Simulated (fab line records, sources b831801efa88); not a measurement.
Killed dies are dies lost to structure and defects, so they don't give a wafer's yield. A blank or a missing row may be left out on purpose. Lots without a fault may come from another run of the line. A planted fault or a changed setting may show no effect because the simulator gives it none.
A struck lot beside a sound one | flow sfq_line | 24 steps out of a route of 325
Sound: wafers L439.2, L439.5, L439.6. Struck: wafers L450.1, L450.4, L450.5. The cause comes at the end.
At each step with rows: each side's tool, then ch and its chambers, then its first start. Under that, the readings that differ: sound wafers | struck wafers | difference of the means | sigmas: that difference in standard deviations of wafers without a fault.
alike: readings whose means differ by less than 2 such deviations, and words and numbers that are the same on both sides. not compared: withheld readings, readings that some wafer has no value for, bounds like >300 that may hide the same value, and numbers for which the record gives no deviation and whose values overlap.
The two part at a step that has a row with sigmas, a row that says differs or no value, or rows on one side only. Numbers that don't overlap but have no deviation are shown without sigmas and don't part them. A reading that every wafer of one side lacks parts them only if that side has two wafers or more.

first, 1 step without rows for these wafers: SFQ_TRILAYER_M2_STRIP_SOLV_CLEAN_062 (cleans in NMP, time 600 s).
SFQ_TRILAYER_I2_DEP_PECVD_063: deposits SiO2 from SiH4/N2O, time 111.11 s, target thk 500 nm.
  sound on pecvd-03 ch 0,1,2, day 24 20:02; struck on pecvd-04 ch 0,2, day 37 11:12
  alike: heater_power_w, showerhead_vpp_V, throttle_valve_pct
SFQ_TRILAYER_I2_CMP_CMP_064: polishes SiO2.
  sound on cmp-02 ch 0,3, day 24 20:37; struck on cmp-01 ch 0,1,3, day 38 00:37
  reading                | sound       | struck      | difference | sigmas
  time_to_endpoint_s (s) | 221 225 230 | 205 214 211 | -15        | -2
  alike: motor_current_A
SFQ_I2_BOW_MEAS_917:
  sound on film_metro-01, day 24 23:08; struck on film_metro-01, day 38 02:37
  alike: I2_BOW
SFQ_TRILAYER_I2_METRO_MEASURE_065:
  sound on film_metro-01, day 24 23:26; struck on film_metro-01, day 38 02:44
  alike: thk_nm
then, 6 steps without rows for these wafers: SFQ_TRILAYER_I2_VIA_LITHO_COAT_072 (resist thk 62 nm); SFQ_TRILAYER_I2_VIA_LITHO_COAT_067 (resist thk 650 nm); SFQ_TRILAYER_I2_VIA_LITHO_SOFTBAKE_071; SFQ_TRILAYER_I2_VIA_LITHO_EXPOSE_068 (exposes mask I2, target cd 500 nm); SFQ_TRILAYER_I2_VIA_LITHO_PEB_070 (peb time 60 s); SFQ_TRILAYER_I2_VIA_LITHO_DEVELOP_069 (time 60 s).
SFQ_I2_OVL_MEAS_918:
  sound on overlay-01, day 32 00:29; struck on overlay-01, day 38 06:11
  alike: I2_OVL
SFQ_TRILAYER_I2_VIA_BARC_OPEN_VIA_ETCH_096: etches BARC in O2, target depth 125 nm, time 41.7 s.
  sound on rie_diel-03 ch 0,2,3, day 32 00:31; struck on rie_diel-01 ch 0,3, day 38 06:13
  no value came back on the struck wafers for bias_w (W), chamber_pressure_mTorr (mTorr), drypump_motor_current_A (A), oes_product_au (a.u.); on the sound wafers bias_w (W) reads 79.76 80.51 79.56
  reading                                                 | sound             | struck            | difference | sigmas
  model.KrF_of_TRILAYER_I2_VIA_LITHO_COAT_067.thk_nm (nm) | 569.1 568.6 568.4 | 615.6 618.1 619.9 | +49.2      |
  not compared: rf_hours_counter_h
SFQ_TRILAYER_I2_VIA_ETCH_VIA_ETCH_070: etches SiO2 in CHF3, stops on Nb, target depth 260 nm.
  sound on rie_diel-03 ch 0,2,3, day 32 00:33; struck on rie_diel-01 ch 0,3, day 38 06:16
  reading                                                 | sound                | struck               | difference | sigmas
  chamber_pressure_mTorr (mTorr)                          | 29.981 29.967 29.988 | 30.035 30.009 30.077 | +0.062     | +2
  oes_product_au (a.u.)                                   | 0.852 0.850 0.852    | 0.372 0.381 0.378    | -0.474     | -88
  model.KrF_of_TRILAYER_I2_VIA_LITHO_COAT_067.thk_nm (nm) | 523.4 522.9 522.5    | 571.2 573.4 575.2    | +50.3      |
  alike: bias_w, drypump_motor_current_A
SFQ_TRILAYER_I2_VIA_STRIP_STRIP_071: strips in O2.
  sound on rie_metal-01 ch 1, day 32 00:52; struck on rie_metal-01 ch 0,1, day 38 06:22
  reading               | sound             | struck            | difference | sigmas
  oes_product_au (a.u.) | 1.001 1.014 1.008 | 1.000 0.982 0.988 | -0.018     | -3
  platen_temp_c (C)     | 39.87 39.92 39.85 | 40.20 39.99 40.13 | +0.23      | +2
  alike: drypump_motor_current_A
  not compared: rf_hours_counter_h
then, 2 steps without rows for these wafers: SFQ_TRILAYER_I2_VIA_STRIP_SOLV_CLEAN_072 (cleans in NMP, time 600 s); SFQ_TRILAYER_M3_DEP_PRE_CLEAN_074 (time 22.5 s).
SFQ_TRILAYER_M3_DEP_SPUTTER_073: material Nb, target thk 200 nm, time 133.3 s.
  sound on pvd_sputter-05, day 32 02:04; struck on pvd_sputter-06, day 38 07:11
  alike: base_pressure_pa, throttle_valve_pct
SFQ_M3_RS_MEAS_919: measures by four-point-probe.
  sound on film_metro-04, day 32 02:11; struck on film_metro-04, day 38 07:16
  alike: M3_NB_RS
then, 3 steps without rows for these wafers: SFQ_TRILAYER_M3_LITHO_COAT_080 (resist thk 62 nm); SFQ_TRILAYER_M3_LITHO_COAT_075 (resist thk 600 nm); SFQ_TRILAYER_M3_LITHO_SOFTBAKE_079.
-- the record jumps here: 6 days lie between the struck wafers' starts before and after --
SFQ_TRILAYER_M3_LITHO_EXPOSE_076: exposes mask M3, target cd 500 nm.
  sound on krf_scanner-01 ch 0, day 38 13:04; struck on krf_scanner-02, day 43 20:36
  no value came back on the struck wafers for exposure_dose_mJ_cm2, focus_offset_nm (nm); on the sound wafers exposure_dose_mJ_cm2 reads 14.374 14.411 14.401
  alike: mask
then, 1 step without rows for these wafers: SFQ_TRILAYER_M3_LITHO_PEB_078 (peb time 60 s).

WHERE THEY PART
First at SFQ_TRILAYER_I2_CMP_CMP_064; last, within this record, at SFQ_TRILAYER_M3_LITHO_EXPOSE_076.

WHY: what the simulator had put in
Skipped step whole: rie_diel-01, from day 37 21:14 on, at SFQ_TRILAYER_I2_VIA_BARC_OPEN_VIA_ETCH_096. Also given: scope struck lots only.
